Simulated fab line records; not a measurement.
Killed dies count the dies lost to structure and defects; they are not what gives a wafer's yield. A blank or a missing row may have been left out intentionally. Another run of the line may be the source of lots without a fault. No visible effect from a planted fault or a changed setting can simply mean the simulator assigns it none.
Which tool was responsible? -- flow sfqLine -- Sampling: 12 lots, 36 wafers, 3 of 325 route steps

## WHAT EACH GAUGE READ, for each wafer
SFQ_M7_OVL_MEAS_945.
lot,measured,on,M7_OVL (nm)
L713,day 62 12:14,overlay-01,-4 -7 -5
L714,day 62 19:26,overlay-01,2 0 10
L715,day 63 02:38,overlay-01,-1 4 5
L716,day 63 14:28,overlay-01,46 46 49
L717,day 64 01:02,overlay-01,43 47 47
L718,day 64 12:50,overlay-02,53 50 49
L719,day 64 21:14,overlay-02,57 59 57
L721,day 65 15:17,overlay-01,10 3 4
L733,day 71 17:43,overlay-01,-6 0 -1
L734,day 71 18:55,overlay-02,3 0 -6
L735,day 71 21:20,overlay-02,-10 -3 -10
L736,day 72 00:56,overlay-01,4 7 8

## TOOL THAT RAN EACH LOT (tool first, then ch and the chambers of the sampled wafers, then the start)
lot,SFQ_TRILAYER_M6_BARC_OPEN_METAL_ETCH_206,SFQ_TRILAYER_M7_LITHO_EXPOSE_178
L713,"rieMetal-03 ch 0,1, day 56 15:16","krfScanner-02 ch 0, day 62 10:44"
L714,"rieMetal-01 ch 0, day 56 23:40","krfScanner-02 ch 0, day 62 18:08"
L715,"rieMetal-01 ch 1, day 57 06:52","krfScanner-02 ch 0, day 63 01:20"
L716,"rieMetal-02 ch 0,1, day 57 15:25","krfScanner-02 ch 0, day 63 12:58"
L717,"rieMetal-02 ch 0,1, day 58 03:05","krfScanner-02 ch 0, day 63 23:56"
L718,"rieMetal-03 ch 0,1, day 58 09:04","krfScanner-02 ch 0, day 64 11:20"
L719,"rieMetal-03 ch 0,1, day 58 16:16","krfScanner-02 ch 0, day 64 19:44"
L721,"rieMetal-01 ch 0,1, day 59 17:07","krfScanner-01 ch 0, day 65 13:59"
L733,"rieMetal-03 ch 0, day 62 05:19","krfScanner-01 ch 0, day 71 16:13"
L734,"rieMetal-03 ch 0, day 62 07:28","krfScanner-01 ch 0, day 71 17:25"
L735,"rieMetal-01 ch 0,1, day 62 11:05","krfScanner-01 ch 0, day 71 20:13"
L736,"rieMetal-02 ch 1, day 62 18:18","krfScanner-01 ch 0, day 71 23:49"
- SFQ_TRILAYER_M6_BARC_OPEN_METAL_ETCH_206: etches BARC in O2, target depth 125 nm, time 41.7 s.
- SFQ_TRILAYER_M7_LITHO_EXPOSE_178: exposes mask M7, target cd 500 nm.

## WHAT THE TOOLS THEMSELVES READ (means of the sampled wafers that have a number; where no wafer has one, the mark that the record gives instead)
SFQ_TRILAYER_M6_BARC_OPEN_METAL_ETCH_206.
lot,tool,drypumpMotorCurrentA (A),oesProductAu (a.u.)
L713,rieMetal-03,6.38,0.691
L714,rieMetal-01,6.22,0.687
L715,rieMetal-01,6.35,0.684
L716,rieMetal-02,5.62,0.691
L717,rieMetal-02,5.70,0.689
L718,rieMetal-03,6.16,0.685
L719,rieMetal-03,6.35,0.691
L721,rieMetal-01,6.28,0.685
L733,rieMetal-03,5.92,0.680
L734,rieMetal-03,5.90,0.686
L735,rieMetal-01,6.26,0.689
L736,rieMetal-02,5.78,0.686

## THE ANSWER, worked out from the rows above alone
Rule: usual is defined by the lots themselves. The widest of any qualifying gaps counts: lots, ordered by their means at a reading, are off when they make up no more than a third of the lots, leave a main group of 4 or more, and stand apart from it by 3 or more times the standard deviation of that group's means. The tables above print the reading to a certain number of digits; a main group whose means all agree to those digits is not used. A lot without any number at a reading at which 4 lots or more have one is off too. All remaining lots with rows at the step are treated as sound. First the gauges in route order, then the tools' own readings, where a lot's mean is used as printed above. The first step at which some lot is off is used, and at that step the reading that is off furthest; a lot without a number counts as furthest.
Off: at SFQ_M7_OVL_MEAS_945 (M7_OVL), L716, L717, L718, L719. For the main group the mean is 0 nm and the standard deviation 4.9.
If a tool, at a process step before that reading, ran all the lots that are off and no sound lot after the first of them, it fits. Those tools and the gauges at SFQ_M7_OVL_MEAS_945 are tried in the same way. One fits: SFQ_TRILAYER_M7_LITHO_EXPOSE_178 on krfScanner-02. Its last sound lot is L715 (day 63 01:20), its first lot that is off L716 (day 63 12:58): a fault that began between those two fits.

## WHAT THE SIMULATOR PUT IN
Scanner matching overlay: krfScanner-02, from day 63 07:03 on, at SFQ_TRILAYER_M7_LITHO_EXPOSE_178. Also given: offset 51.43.
Struck lots among those shown: L716, L717, L718, L719. The same result came from the rule above.
